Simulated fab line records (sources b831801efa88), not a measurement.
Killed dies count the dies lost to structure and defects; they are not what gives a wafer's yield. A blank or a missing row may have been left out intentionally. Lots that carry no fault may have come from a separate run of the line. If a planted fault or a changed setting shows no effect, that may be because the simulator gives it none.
Struck lot and sound lot, side by side | flow sky130 | 43 out of 708 route steps
Sound: these wafers, L122.1, L122.2, L122.4. The struck wafers were L127.4, L127.5, L127.6. Last of all comes the cause.
At each step with rows: each side's tool, then ch and its chambers, then its first start. Under that, the readings that differ: sound wafers | struck wafers | difference of the means | sigmas: that difference in standard deviations of wafers without a fault.
alike: same words and numbers on both sides, and readings whose means sit less than 2 such deviations apart. not compared: any withheld reading, any reading some wafer has no value for, any bound like >300 that may hide the same value, and any number with overlapping values for which the record gives no deviation.
Wherever a step has rows on one side only, a row that says differs or no value, or a row with sigmas, the two part there. When numbers do not overlap yet have no deviation, they are printed without sigmas and do not part them. Lack of a reading on every wafer of one side parts them only where that side has two or more wafers.

first, 3 steps without rows for these wafers: SKY_VIA4_STRIP_14 (strips in post etch residue remover, time 1200 s); SKY_VIA4_CLEAN_15 (cleans in IPA, time 180 s); SKY_VIA4_CLEAN_16 (cleans in O3/DIW).
SKY_VIA4_SPUTTER_17: material TiN, target thk 20 nm, time 80 s.
  sound: pvdSputter-04 at day 45 04:44; struck: pvdSputter-01 at day 46 06:16
  alike: throttleValvePct
then, 1 step without rows for these wafers: SKY_VIA4_CVD_18 (deposits W, target thk 505 nm, time 152.14 s).
SKY_VIA4_RS_MEAS_19: uses a four-point probe to measure.
  sound: filmMetro-03 at day 45 04:57; struck: filmMetro-01 at day 46 06:32
  alike: VIA4_W_RS
SKY_VIA4_THK_MEAS_20: measures by xrf.
  sound: filmMetro-03 at day 45 05:04; struck: filmMetro-01 at day 46 06:38
  alike: VIA4_W_THK
SKY_VIA4_CMP_21: polishes, stops on SiO2, t overpolish 25 s, target thk 0 nm.
  sound on cmp-01 ch 0,1,3, day 45 05:08; struck on cmp-02 ch 0,1,2, day 46 06:51
  alike: edgeZonePressureFrac, motorCurrentA, overpolishRunS, timeToEndpointS
then, 1 step without rows for these wafers: SKY_METAL5_SPUTTER_00 (material Ti, target thk 15 nm, time 10 s).
SKY_METAL5_SPUTTER_01: material TiN, target thk 20 nm, time 16.7 s.
  sound: pvdSputter-02 at day 45 05:27; struck: pvdSputter-02 at day 46 07:04
  alike: throttleValvePct
then, 1 step without rows for these wafers: SKY_METAL5_SPUTTER_02 (material AlCu, target thk 1150 nm, time 61.2 s).
SKY_METAL5_SPUTTER_03: material Ti, target thk 5 nm, time 3.3 s.
  sound: pvdSputter-02 at day 45 05:32; struck: pvdSputter-02 at day 46 07:08
  alike: throttleValvePct
SKY_METAL5_SPUTTER_04: material TiN, target thk 70 nm, time 58.3 s.
  sound: pvdSputter-02 at day 45 05:33; struck: pvdSputter-02 at day 46 07:10
  alike: throttleValvePct
SKY_METAL5_RS_MEAS_05: uses a four-point probe to measure.
  sound: filmMetro-03 at day 45 05:36; struck: filmMetro-04 at day 46 07:16
  alike: METAL5_ALCU_RS
SKY_METAL5_THK_MEAS_06: measures by xrf.
  sound: filmMetro-03 at day 45 05:43; struck: filmMetro-04 at day 46 07:22
  alike: METAL5_ALCU_THK
then, 14 steps without rows for these wafers: SKY_METAL5_DEHYDRATE_07 (time 60 s); SKY_METAL5_HMDS_08 (prime time 60 s); SKY_METAL5_COAT_09 (resist thk 1800 nm); SKY_METAL5_SOFTBAKE_10 (time 60 s); SKY_METAL5_EXPOSE_11 (exposes mask MM5, target cd 1600 nm); SKY_METAL5_PEB_12; SKY_METAL5_DEVELOP_13 (develop time 60 s); SKY_METAL5_DESCUM_14 (chemistry O2, time 11 s); SKY_METAL5_METAL_ETCH_15 (etches the open film in Cl2/BCl3, stops on SiO2, target depth 1260 nm, time 252 s); SKY_METAL5_STRIP_16 (strips in O2/N2); SKY_METAL5_STRIP_17 (strips in post etch residue remover, time 1200 s); SKY_METAL5_CLEAN_18 (cleans in IPA, time 180 s); SKY_METAL5_CLEAN_19 (cleans in O3/DIW); SKY_PASSIVATION_CVD_00 (deposits SiO2, target thk 90 nm).
SKY_PASSIVATION_THK_MEAS_01:
  sound: filmMetro-03 at day 46 02:52; struck: filmMetro-02 at day 47 03:25
  alike: PASSIVATION_CVD_00_THK
SKY_PASSIVATION_CVD_02: deposits Si3N4, target thk 540 nm.
  sound on pecvd-03 ch 0,1,2, day 46 02:56; struck on pecvd-02 ch 0,1,2, day 47 03:33
  alike: heaterPowerW, susceptorTempC
SKY_PASSIVATION_THK_MEAS_03:
  sound: filmMetro-04 at day 46 03:09; struck: filmMetro-03 at day 47 03:41
  alike: PASSIVATION_CVD_02_THK
then, 10 steps without rows for these wafers: SKY_PASSIVATION_DEHYDRATE_04 (time 60 s); SKY_PASSIVATION_HMDS_05 (prime time 60 s); SKY_PASSIVATION_COAT_06 (resist thk 3000 nm); SKY_PASSIVATION_SOFTBAKE_07; SKY_PASSIVATION_EXPOSE_08 (exposes mask NSM, target cd 3000 nm); SKY_PASSIVATION_PEB_09; SKY_PASSIVATION_DEVELOP_10 (develop time 60 s); SKY_PASSIVATION_ETCH_11 (etches the open film in CF4/O2, stops on AlCu, target depth 725 nm, time 161.1 s); SKY_PASSIVATION_STRIP_12 (strips in O2/N2); SKY_PAD_OPEN_DEHYDRATE_00 (time 60 s).
SKY_PAD_OPEN_PROBE_99:
  sound: prober-02 at day 47 21:25; struck: prober-01 at day 48 19:20
reading                               | sound               | struck           | difference | sigmas
defectLimitedYield (%)                | 82.5 82.3 79.3      | 76.4 81.3 74.0   | -4.1       | -2
killed_at_M4_up                       | 6 2 3               | 36 27 42         | +31        | +18
killedDies                            | 86 87 102           | 116 92 128       | +20        | +2
sort_bin_3_pad_short (%)              | 0.8 0.2 0.4         | 2.4 1.2 3.0      | +1.7       | +4
sortNPass                             | 406 405 390         | 376 400 364      | -20        | -2
sortYieldPct (%)                      | 82.5 82.3 79.3      | 76.4 81.3 74.0   | -4.1       | -2
model.etest.tester.sort_bin_3_pct (%) | 0.813 0.2033 0.4065 | 2.439 1.22 3.049 | +1.762     | 
  alike: killed_at_M0_to_M3, killedAtContacts, killedAtFrontEnd, killedAtOther, killedOpen, killedShort, sort_bin_5_function, sort_bin_6_memory
  not compared: model.etest.tester.sortNPass, model.etest.tester.sortYieldPct, model.etest.tester.sort_bin_5_pct

== WHERE THEY PART ==
Within this record, at SKY_PAD_OPEN_PROBE_99 only.

WHY: whatever the simulator had introduced
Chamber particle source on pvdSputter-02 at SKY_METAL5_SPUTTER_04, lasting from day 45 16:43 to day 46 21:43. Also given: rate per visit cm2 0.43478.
